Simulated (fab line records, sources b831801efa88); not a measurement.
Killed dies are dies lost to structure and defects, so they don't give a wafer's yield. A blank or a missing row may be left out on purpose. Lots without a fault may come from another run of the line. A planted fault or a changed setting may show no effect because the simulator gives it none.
fab line records | flow sky130
record lots=6 wafers=18 last_day=50
route steps=708 shown VIA2@522 METAL3@532 PAD_OPEN@708
lots that met no fault: from a run of the same line without faults
start_h: hours from the record's first day to the start of the lot's first wafer shown | wait_h: hours since the lot's step before | " the same as in the row above | L1.1+2: a row that stands for several wafers | - no value, or no start given | * or withheld: withheld | < > ~ a bound
route shown NAME@n: a module of which the file shows steps, and the number in the route of the first | usual: mean/standard deviation of fault-free wafers | same: alike in all rows | chamber/n: place in a boat | sites: the reading at each site | _std_site: their standard deviation | _edge_site: outer sites' mean less inner sites' | radius_mm: how far each site lies from the wafer's centre | mask NAME#n: copy n | behind: the tool/chamber that last shaped the wafer | hold: why the lot was held/for how many hours/how that ended | device: the transistor (n, p or np) that didn't switch | end of line: the same wafers' tests at the end of the route | a step without rows: its recipe alone | killed: dies lost to structure and defects at the first sort, not the wafer's yield | map: a wafer's dies, x killed, . not, _ none there
set.NAME: the setting as run; set.NAME@STEP: as run at that earlier step | model.NAME: the simulator's own value behind a step, which no gauge read
lots at some steps of the route; a table a step, a row a wafer
services: from which hour (start_h, from the record's first day; less than 0 if before it) a tool's chamber was out of use, for how many hours, and why
## steps
# step SKY_VIA2_ETCH_15
# recipe target=SiO2 chemistry=C4F8/O2/Ar target_depth_nm=546 stop_on=TiN mask_material=KrF-thick source_w=1500 bias_w=1200 pressure_mtorr=40 c4f8_flow_sccm=withheld O2_flow_sccm=6 Ar_flow_sccm=300 time_s=84
# step SKY_VIA2_STRIP_16
# recipe chemistry=O2/N2 power_w=1400 pressure_mtorr=1500 platen_temp_c=withheld o2_flow_sccm=3000 n2_flow_sccm=300 overash_fraction=0.5
# usual chamber_pressure_mTorr=1500.0/1.2 drypump_motor_current_A=5.7/0.39 n2_flow_sccm=300.0/0.93 oes_product_au=0.399/0.0042 strip_time_to_endpoint_s=4.039/0.02
# columns lot.wafer tool chamber start_h wait_h chamber_pressure_mTorr drypump_motor_current_A n2_flow_sccm oes_product_au rf_hours_counter_h strip_time_to_endpoint_s
L389.2 plasma_asher-02 1 857.62 0.0 1500.2 5.5 300.6 0.397 40 4.043
L389.4 " 0 " " 1500.6 5.2 300.5 0.401 - 4.061
L389.5 " 1 " " 1501.8 5.5 300.2 0.407 - 4.069
L392.2 plasma_asher-02 0 907.50 0.0 1499.6 5.2 300.0 0.396 45 4.002
L392.4 " 1 " " 1499.3 5.5 299.7 0.396 - 4.018
L392.6 " 1 " " 1499.2 5.5 299.2 0.401 - 4.048
L395.1 plasma_asher-03 0 910.47 0.0 1500.0 6.0 300.9 0.404 17 4.032
L395.3 " 0 " " 1500.0 6.0 300.1 0.391 - 4.049
L395.4 " 1 " " 1499.3 5.9 300.5 0.397 - 4.020
L404.1 plasma_asher-02 0 969.41 0.0 1499.6 5.2 298.2 0.400 51 4.049
L404.2 " 1 " " 1500.1 5.5 301.3 0.404 51 4.054
L404.4 " 0 " " 1500.3 5.2 298.9 0.399 - 4.071
L407.3 plasma_asher-04 1 987.56 0.1 1498.3 5.2 299.3 0.402 - 4.065
L407.4 " 0 " " 1499.4 6.3 301.1 0.401 - 4.057
L407.5 " 1 " " 1500.5 5.2 302.2 0.400 - 4.038
L410.1 plasma_asher-03 0 1009.30 0.0 1499.7 6.0 297.9 0.401 28 4.064
L410.4 " 0 " " 1498.4 6.0 299.3 0.394 - 4.031
L410.6 " 1 " " 1499.5 5.9 299.3 0.395 - 4.006
# step SKY_VIA2_STRIP_17
# recipe chemistry=post_etch_residue_remover time_s=1200 temp_c=72.5
# step SKY_VIA2_CLEAN_18
# recipe chemistry=IPA time_s=180 temp_c=25
# step SKY_VIA2_CLEAN_19
# recipe chemistry=O3/DIW dry=n2_spin
# step SKY_VIA2_SPUTTER_20
# recipe material=TiN target_thk_nm=20 chamber_pressure_pa=5 power_w=4000 time_s=80
# usual cathode_dc_power_W=4000.0/0.7 chamber_pressure_pa=5.000/0.0097 throttle_valve_pct=30.2/1.5
# columns lot.wafer tool chamber start_h wait_h cathode_dc_power_W chamber_pressure_pa throttle_valve_pct
L389.2 pvd_sputter-01 - 858.22 0.0 3999.5 5.004 28.5
L389.4 " - " " 3999.6 5.002 31.1
L389.5 " - " " 3999.6 5.004 29.0
L392.2 pvd_sputter-04 - 908.13 0.0 4000.5 5.000 28.3
L392.4 " - " " 4000.2 4.993 30.7
L392.6 " - " " 4000.7 4.983 30.9
L395.1 pvd_sputter-04 - 911.07 0.0 4000.6 4.994 28.4
L395.3 " - " " 3999.6 4.994 33.1
L395.4 " - " " 4000.3 4.996 29.6
L404.1 pvd_sputter-03 - 970.04 0.0 3999.3 4.991 29.4
L404.2 " - " " 4000.0 4.990 30.5
L404.4 " - " " 4000.2 4.988 29.1
L407.3 pvd_sputter-04 - 988.13 0.0 4000.6 4.982 30.9
L407.4 " - " " 4001.5 5.009 33.3
L407.5 " - " " 4000.1 4.986 30.8
L410.1 pvd_sputter-01 - 1009.94 0.0 4000.4 5.006 30.9
L410.4 " - " " 4000.1 4.998 28.5
L410.6 " - " " 4000.9 4.992 30.9
# step SKY_VIA2_CVD_21
# recipe material=W target_thk_nm=420 time_s=126.4 temp_c=400 pressure_torr=40
# step SKY_VIA2_RS_MEAS_22
# recipe thk_meas_gauge=four-point-probe reads=W_of_VIA2_CVD_21+TiN_of_VIA2_SPUTTER_20
# usual VIA2_W_RS=0.273/0.0044
# columns lot.wafer tool chamber start_h wait_h VIA2_W_RS[ohm/sq]
L389.2 film_metro-02 - 858.43 0.1 0.266
L389.4 " - " " 0.273
L389.5 " - " " 0.275
L392.2 film_metro-03 - 908.34 0.1 0.272
L392.4 " - " " 0.271
L392.6 " - " " 0.273
L395.1 film_metro-04 - 911.26 0.1 0.274
L395.3 " - " " 0.267
L395.4 " - " " 0.273
L404.1 film_metro-04 - 970.23 0.1 0.277
L404.2 " - " " 0.268
L404.4 " - " " 0.274
L407.3 film_metro-02 - 988.37 0.1 0.274
L407.4 " - " " 0.276
L407.5 " - " " 0.277
L410.1 film_metro-03 - 1010.13 0.1 0.276
L410.4 " - " " 0.280
L410.6 " - " " 0.275
# step SKY_VIA2_THK_MEAS_23
# recipe thk_meas_gauge=xrf reads=W_of_VIA2_CVD_21
# usual VIA2_W_THK=438/11
# columns lot.wafer tool chamber start_h wait_h VIA2_W_THK[nm]
L389.2 film_metro-02 - 858.54 0.1 443
L389.4 " - " " 429
L389.5 " - " " 422
L392.2 film_metro-03 - 908.45 0.1 446
L392.4 " - " " 447
L392.6 " - " " 444
L395.1 film_metro-04 - 911.38 0.1 436
L395.3 " - " " 446
L395.4 " - " " 437
L404.1 film_metro-04 - 970.35 0.1 433
L404.2 " - " " 448
L404.4 " - " " 439
L407.3 film_metro-02 - 988.47 0.1 429
L407.4 " - " " 424
L407.5 " - " " 425
L410.1 film_metro-03 - 1010.25 0.1 433
L410.4 " - " " 427
L410.6 " - " " 433
# step SKY_VIA2_CMP_24
# recipe stop_on=SiO2 t_overpolish_s=20 down_force_psi=3.5 platen_rpm=60 target_thk_nm=0 pad_velocity_m_s=0.94248
# usual motor_current_A=11.2/0.96 overpolish_run_s=20.000/0.009 time_to_endpoint_s=101/3.9
# same t_overpolish_s=20
# columns lot.wafer tool chamber start_h wait_h motor_current_A overpolish_run_s time_to_endpoint_s
L389.4 cmp-02 1 858.64 0.1 9.9 20.016 100
L389.2 " 3 " " 11.7 19.993 102
L389.5 " 0 " " 13.0 19.996 98
L392.2 cmp-02 0 908.50 0.0 12.8 19.992 103
L392.4 " 1 " " 9.9 19.994 101
L392.6 " 1 " " 10.0 20.006 99
L395.3 cmp-01 3 911.44 0.0 13.3 19.992 99
L395.1 " 0 " " 10.6 20.016 104
L395.4 " 2 " " 10.4 20.010 96
L404.2 cmp-02 1 970.41 0.0 9.8 20.011 107
L404.1 " 3 " " 11.3 20.005 103
L404.4 " 0 " " 12.4 20.006 107
L407.3 cmp-02 2 988.51 0.0 10.9 19.994 101
L407.4 " 3 " " 11.7 19.994 103
L407.5 " 2 " " 12.1 19.996 101
L410.1 cmp-02 2 1010.36 0.1 11.8 20.003 103
L410.4 " 0 " " 12.5 20.013 101
L410.6 " 1 " " 10.1 20.006 103
# step SKY_METAL3_SPUTTER_00
# recipe material=Ti target_thk_nm=15 power_w=3000 time_s=10 chamber_pressure_pa=0.4
# step SKY_METAL3_SPUTTER_01
# recipe material=TiN target_thk_nm=20 power_w=6500 time_s=16.7 chamber_pressure_pa=0.4
# usual cathode_dc_power_W=6500.1/1.3 chamber_pressure_pa=0.3999/0.00069 throttle_valve_pct=29.7/0.92
# columns lot.wafer tool chamber start_h wait_h cathode_dc_power_W chamber_pressure_pa throttle_valve_pct
L389.2 pvd_sputter-02 - 858.91 0.0 6500.5 0.3994 28.9
L389.4 " - " " 6500.0 0.3996 30.1
L389.5 " - " " 6499.6 0.3997 30.5
L392.2 pvd_sputter-02 - 908.82 0.0 6499.8 0.4003 28.6
L392.4 " - " " 6500.2 0.4005 30.2
L392.6 " - " " 6499.6 0.4006 30.1
L395.1 pvd_sputter-03 - 911.76 0.0 6499.0 0.3997 32.1
L395.3 " - " " 6500.1 0.4007 30.5
L395.4 " - " " 6498.8 0.3997 29.5
L404.1 pvd_sputter-02 - 970.73 0.0 6500.8 0.4006 30.4
L404.2 " - " " 6501.0 0.3999 30.7
L404.4 " - " " 6499.0 0.3996 30.1
L407.3 pvd_sputter-01 - 988.83 0.0 6500.0 0.3995 29.3
L407.4 " - " " 6497.8 0.4002 30.9
L407.5 " - " " 6501.8 0.3991 28.5
L410.1 pvd_sputter-02 - 1010.63 0.0 6501.1 0.4006 30.7
L410.4 " - " " 6500.6 0.3996 28.8
L410.6 " - " " 6497.8 0.3997 30.3
# step SKY_METAL3_SPUTTER_02
# recipe material=AlCu target_thk_nm=735 power_w=10600 time_s=39.1 chamber_pressure_pa=0.4
# usual cathode_dc_power_W=10600/2 chamber_pressure_pa=0.4000/0.00076 throttle_valve_pct=29.7/0.9
# columns lot.wafer tool chamber start_h wait_h cathode_dc_power_W chamber_pressure_pa throttle_valve_pct
L389.2 pvd_sputter-02 - 858.94 0.0 10599 0.4006 28.9
L389.4 " - " " 10597 0.3996 30.4
L389.5 " - " " 10598 0.3994 30.5
L392.2 pvd_sputter-02 - 908.85 0.0 - - -
L392.4 " - " " - - -
L392.6 " - " " - - -
L395.1 pvd_sputter-03 - 911.79 0.0 - - -
L395.3 " - " " - - -
L395.4 " - " " - - -
L404.1 pvd_sputter-02 - 970.76 0.0 10599 0.3998 30.4
L404.2 " - " " 10599 0.4003 30.6
L404.4 " - " " 10601 0.4008 29.9
L407.3 pvd_sputter-01 - 988.86 0.0 10603 0.4010 29.5
L407.4 " - " " 10600 0.3995 31.4
L407.5 " - " " 10598 0.4017 28.7
L410.1 pvd_sputter-02 - 1010.66 0.0 10602 0.4014 30.4
L410.4 " - " " 10602 0.3990 28.8
L410.6 " - " " 10598 0.4000 30.2
# step SKY_METAL3_SPUTTER_03
# recipe material=Ti target_thk_nm=5 power_w=3000 time_s=3.3 chamber_pressure_pa=0.4
# usual cathode_dc_power_W=3000.1/0.47 chamber_pressure_pa=0.4000/0.00086 throttle_valve_pct=29.7/0.92
# columns lot.wafer tool chamber start_h wait_h cathode_dc_power_W chamber_pressure_pa throttle_valve_pct
L389.2 pvd_sputter-02 - 858.97 0.0 2999.9 0.4015 29.0
L389.4 " - " " 2999.9 0.4011 30.3
L389.5 " - " " 2999.4 0.3996 30.6
L392.2 pvd_sputter-02 - 908.88 0.0 3000.3 0.4008 28.6
L392.4 " - " " 3000.3 0.3987 29.8
L392.6 " - " " 3000.4 0.4008 30.0
L395.1 pvd_sputter-03 - 911.83 0.0 2999.7 0.4004 32.1
L395.3 " - " " 2999.5 0.4003 30.6
L395.4 " - " " 2999.8 0.3994 29.3
L404.1 pvd_sputter-02 - 970.79 0.0 2999.6 0.3994 30.1
L404.2 " - " " 3000.4 0.4007 30.7
L404.4 " - " " 3000.5 0.4018 30.2
L407.3 pvd_sputter-01 - 988.90 0.0 3001.0 0.3996 29.4
L407.4 " - " " 3000.1 0.3984 30.7
L407.5 " - " " 2999.7 0.4000 28.3
L410.1 pvd_sputter-02 - 1010.69 0.0 3001.1 0.3997 30.5
L410.4 " - " " 3001.0 0.3987 28.9
L410.6 " - " " 3000.1 0.3990 30.2
# step SKY_PAD_OPEN_PROBE_99
# usual defect_limited_yield=82.5/1.9 killed_at_M0_to_M3=44/6.4 killed_at_M4_up=3.4/2.1 killed_at_contacts=23/5 killed_at_front_end=15/4.5 killed_at_other=0.3/0.54 killed_dies=86/9.5 killed_on_rim=17/3.9 killed_open=48/6.9 killed_short=38/5.9 sort_bin_3_pad_short=0.8/0.44 sort_bin_5_function=10.5/1.6 sort_bin_6_memory=6.1/1.1 sort_n_pass=406/9.5 sort_yield_pct=82.5/1.9
# same gross_dies=492 killed_at_back_side=0 sort_bin_4_leakage[%]=0 sort_bin_8_speed[%]=0
# columns lot.wafer tool chamber start_h wait_h hold defect_limited_yield[%] killed_at_M0_to_M3 killed_at_M4_up killed_at_contacts killed_at_front_end killed_at_other killed_dies killed_on_rim killed_open killed_short sort_bin_3_pad_short[%] sort_bin_5_function[%] sort_bin_6_memory[%] sort_n_pass sort_yield_pct[%]
L389.2 prober-02 - 1084.16 0.1 - 81.9 48 2 26 12 1 89 17 49 40 0.4 10.6 7.1 403 81.9
L389.4 prober-02 - 1084.26 0.2 - 83.3 41 4 26 11 0 82 14 48 34 0.8 10.2 5.7 410 83.3
L389.5 prober-02 - 1084.31 0.2 - 83.9 44 1 20 14 0 79 21 45 34 0.8 10.8 4.5 413 83.9
L392.2 prober-02 - 1124.73 3.0 await_dispo/2.9h/release 0 453 1 21 17 0 492 96 53 36 1.2 92.3 6.5 0 0
L392.4 prober-02 - 1124.83 3.1 await_dispo/2.9h/release 0 439 5 27 21 0 492 96 55 41 1.0 92.1 6.9 0 0
L392.6 prober-02 - 1124.93 3.2 await_dispo/2.9h/release 0 452 5 19 16 0 492 96 57 43 1.4 90.2 8.3 0 0
L395.1 prober-01 - 1125.88 3.5 await_dispo/3.4h/release 0 450 1 24 17 0 492 96 47 37 0.8 92.1 7.1 0 0
L395.3 prober-01 - 1125.98 3.6 await_dispo/3.4h/release 0 454 4 19 15 0 492 96 43 34 0.4 94.7 4.9 0 0
L395.4 prober-01 - 1126.03 3.6 await_dispo/3.4h/release 0 452 2 18 20 0 492 96 42 33 1.0 93.1 5.9 0 0
L407.3 prober-01 - 1182.39 0.2 - 82.3 50 3 20 14 0 87 21 45 42 1.2 12.0 4.5 405 82.3
L407.4 prober-01 - 1182.44 0.2 - 83.1 36 3 34 10 0 83 14 50 33 0.2 11.0 5.7 409 83.1
L407.5 prober-01 - 1182.49 0.2 - 83.9 38 5 21 15 0 79 13 44 35 0.8 8.9 6.3 413 83.9
L410.1 prober-02 - 1196.41 0.1 - 85.2 40 5 16 12 0 73 11 43 29 0.6 8.7 5.5 419 85.2
L410.4 prober-02 - 1196.56 0.2 - 84.3 45 2 21 8 1 77 17 48 28 0.4 9.1 6.1 415 84.3
L410.6 prober-02 - 1196.66 0.2 - 82.3 47 4 25 11 0 87 17 46 41 0.4 10.6 6.7 405 82.3
# killed by level:class
L389.2 VIA1:geometric_particle:open=15 CONTACT:geometric_particle:open=8 LOCAL_INTERCONNECT:geometric_particle:short=6 VIA3:geometric_particle:short=6 VIA3:geometric_particle:open=6 CONTACT:geometric_particle:short=5 VIA2:geometric_particle:open=5 FIELD_ISO:geometric_particle:open=4
L389.4 VIA1:geometric_particle:open=15 CONTACT:geometric_particle:short=9 LI_CONTACT:geometric_particle:open=7 VIA2:geometric_particle:open=6 VIA1:geometric_particle:short=5 CONTACT:geometric_particle:open=5 VIA3:geometric_particle:open=5 FIELD_ISO:geometric_particle:open=3
L389.5 VIA1:geometric_particle:open=10 VIA3:geometric_particle:open=9 CONTACT:geometric_particle:open=6 LI_CONTACT:geometric_particle:open=5 LI_CONTACT:geometric_particle:short=5 METAL1:geometric_particle:short=5 METAL2:geometric_particle:short=5 VIA2:geometric_particle:open=5
L392.2 METAL3:area_sputter=403 VIA1:geometric_particle:open=15 CONTACT:geometric_particle:open=10 VIA2:geometric_particle:open=8 METAL1:geometric_particle:short=6 METAL2:geometric_particle:short=6 FIELD_ISO:geometric_particle:short=4 POLY_GATE:geometric_particle:open=4
L392.4 METAL3:area_sputter=395 CONTACT:geometric_particle:open=10 VIA1:geometric_particle:open=9 VIA3:geometric_particle:open=9 VIA2:geometric_particle:open=8 POLY_GATE:geometric_particle:short=6 LI_CONTACT:geometric_particle:open=6 FIELD_ISO:geometric_particle:short=5
L392.6 METAL3:area_sputter=392 VIA1:geometric_particle:open=15 VIA1:geometric_particle:short=9 CONTACT:geometric_particle:open=9 METAL2:geometric_particle:short=8 VIA2:geometric_particle:open=8 FIELD_ISO:geometric_particle:open=7 POLY_GATE:geometric_particle:open=6
L395.1 METAL3:area_sputter=408 VIA1:geometric_particle:open=13 LI_CONTACT:geometric_particle:open=10 METAL2:geometric_particle:short=7 CONTACT:geometric_particle:open=5 VIA2:geometric_particle:open=5 POLY_GATE:geometric_particle:open=4 FIELD_ISO:geometric_particle:short=3
L395.3 METAL3:area_sputter=415 VIA1:geometric_particle:open=12 LI_CONTACT:geometric_particle:open=10 VIA1:geometric_particle:short=8 VIA3:geometric_particle:open=5 POLY_GATE:geometric_particle:short=4 CONTACT:geometric_particle:open=4 FIELD_ISO:geometric_particle:short=3
L395.4 METAL3:area_sputter=417 VIA1:geometric_particle:open=9 CONTACT:geometric_particle:open=7 VIA2:geometric_particle:open=6 METAL3:geometric_particle:short=6 CONTACT:geometric_particle:short=5 POLY_GATE:geometric_particle:open=5 VIA2:geometric_particle:short=5
L407.3 VIA1:geometric_particle:open=12 CONTACT:geometric_particle:open=9 VIA1:geometric_particle:short=8 VIA3:geometric_particle:open=6 METAL2:geometric_particle:short=5 FIELD_ISO:geometric_particle:short=4 POLY_GATE:geometric_particle:open=4 POLY_GATE:geometric_particle:short=4
L407.4 LI_CONTACT:geometric_particle:open=12 CONTACT:geometric_particle:open=9 POLY_GATE:geometric_particle:open=6 METAL1:geometric_particle:short=6 CONTACT:geometric_particle:short=6 VIA1:geometric_particle:open=6 VIA2:geometric_particle:open=6 VIA1:geometric_particle:short=5
L407.5 CONTACT:geometric_particle:open=12 VIA1:geometric_particle:open=12 METAL1:geometric_particle:short=5 VIA2:geometric_particle:open=4 POLY_GATE:geometric_particle:open=4 POLY_GATE:geometric_particle:short=4 METAL4:geometric_particle:short=4 FIELD_ISO:geometric_particle:open=3
L410.1 VIA2:geometric_particle:open=9 CONTACT:geometric_particle:open=7 VIA3:geometric_particle:open=6 VIA1:geometric_particle:short=5 VIA1:geometric_particle:open=5 CONTACT:geometric_particle:short=4 METAL1:geometric_particle:short=4 METAL4:geometric_particle:short=4
L410.4 VIA1:geometric_particle:open=15 VIA3:geometric_particle:open=11 CONTACT:geometric_particle:open=9 LOCAL_INTERCONNECT:geometric_particle:short=6 LI_CONTACT:geometric_particle:open=5 METAL2:geometric_particle:short=4 VIA3:geometric_particle:short=4 POLY_GATE:geometric_particle:short=3
L410.6 LI_CONTACT:geometric_particle:open=9 VIA2:geometric_particle:open=8 VIA3:geometric_particle:open=8 VIA1:geometric_particle:open=7 METAL2:geometric_particle:short=7 CONTACT:geometric_particle:open=5 VIA1:geometric_particle:short=5 METAL3:geometric_particle:short=5
# map L392.2 (x killed, . not)
__________xxxxxxxxxx_________
________xxxxxxxxxxxxxx_______
______xxxxxxxxxxxxxxxxxx_____
_____xxxxxxxxxxxxxxxxxxxx____
____xxxxxxxxxxxxxxxxxxxxxx___
___xxxxxxxxxxxxxxxxxxxxxxxx__
__xxxxxxxxxxxxxxxxxxxxxxxxxx_
_xxxxxxxxxxxxxxxxxxxxxxxxxxxx
_xxxxxxxxxxxxxxxxxxxxxxxxxxxx
_xxxxxxxxxxxxxxxxxxxxxxxxxxxx
_xxxxxxxxxxxxxxxxxxxxxxxxxxxx
_xxxxxxxxxxxxxxxxxxxxxxxxxxxx
_xxxxxxxxxxxxxxxxxxxxxxxxxxxx
_xxxxxxxxxxxxxxxxxxxxxxxxxxxx
_xxxxxxxxxxxxxxxxxxxxxxxxxxxx
__xxxxxxxxxxxxxxxxxxxxxxxxxx_
___xxxxxxxxxxxxxxxxxxxxxxxx__
____xxxxxxxxxxxxxxxxxxxxxx___
_____xxxxxxxxxxxxxxxxxxxx____
______xxxxxxxxxxxxxxxxxx_____
________xxxxxxxxxxxxxx_______
__________xxxxxxxxxx_________
# map L395.1 (x killed, . not)
__________xxxxxxxxxx_________
________xxxxxxxxxxxxxx_______
______xxxxxxxxxxxxxxxxxx_____
_____xxxxxxxxxxxxxxxxxxxx____
____xxxxxxxxxxxxxxxxxxxxxx___
___xxxxxxxxxxxxxxxxxxxxxxxx__
__xxxxxxxxxxxxxxxxxxxxxxxxxx_
_xxxxxxxxxxxxxxxxxxxxxxxxxxxx
_xxxxxxxxxxxxxxxxxxxxxxxxxxxx
_xxxxxxxxxxxxxxxxxxxxxxxxxxxx
_xxxxxxxxxxxxxxxxxxxxxxxxxxxx
_xxxxxxxxxxxxxxxxxxxxxxxxxxxx
_xxxxxxxxxxxxxxxxxxxxxxxxxxxx
_xxxxxxxxxxxxxxxxxxxxxxxxxxxx
_xxxxxxxxxxxxxxxxxxxxxxxxxxxx
__xxxxxxxxxxxxxxxxxxxxxxxxxx_
___xxxxxxxxxxxxxxxxxxxxxxxx__
____xxxxxxxxxxxxxxxxxxxxxx___
_____xxxxxxxxxxxxxxxxxxxx____
______xxxxxxxxxxxxxxxxxx_____
________xxxxxxxxxxxxxx_______
__________xxxxxxxxxx_________
## services
# columns tool chamber start_h hours kind
cmp-02 - 846.72 5.8 pm
plasma_asher-04 - 849.05 2.3 repair
pvd_sputter-03 - 852.95 9.3 repair
cmp-02 - 853.66 3.9 repair
plasma_asher-04 - 861.03 1.9 repair
pvd_sputter-02 0 874.87 - consumable_replace:kit
pvd_sputter-02 0 874.87 18.0 scheduled_down
pvd_sputter-02 0 874.87 18.0 vent_cycle
pvd_sputter-02 - 878.24 2.6 repair
pvd_sputter-02 - 878.65 4.5 repair
pvd_sputter-01 - 901.17 3.3 repair
cmp-02 - 906.50 1.9 repair
cmp-01 - 912.26 4.0 pm
pvd_sputter-03 1 914.50 - consumable_replace:kit
pvd_sputter-01 1 932.81 - consumable_replace:kit
pvd_sputter-01 1 932.81 18.0 scheduled_down
pvd_sputter-01 1 932.81 18.0 vent_cycle
cmp-02 - 937.66 2.5 repair
plasma_asher-04 - 941.53 2.4 repair
cmp-02 - 953.00 2.0 repair
plasma_asher-02 - 963.70 4.3 repair
plasma_asher-04 - 976.68 2.8 pm
pvd_sputter-03 - 977.03 29.4 repair
plasma_asher-02 - 977.03 2.0 repair
## key
first_sign step=SKY_METAL3_SPUTTER_02 reading=tool_record direction=missing
effect step=SKY_PAD_OPEN_PROBE_99 reading=killed_at_M0_to_M3 direction=up sigmas=64 usual=44 struck=450
more_kills_born_at SKY_METAL3_SPUTTER_02@pvd_sputter-03=1240 SKY_METAL3_SPUTTER_02@pvd_sputter-02=1190
met_at SKY_METAL3_SPUTTER_02
struck_wafers L392.2,L392.4,L392.6,L395.1,L395.3,L395.4
later_rows_left_out L392.2,L392.4,L392.6,L395.1,L395.3,L395.4
onset_between 858.94 908.85
fault kind=skipped_step_whole tool=pvd_sputter-02,pvd_sputter-03 chamber=- onset_h=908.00 steps=SKY_METAL3_SPUTTER_02 scope=struck_lots_only
# later_rows_left_out: the simulator's readings of these wafers behind a module that went badly wrong aren't trusted and aren't shown, but for the sort
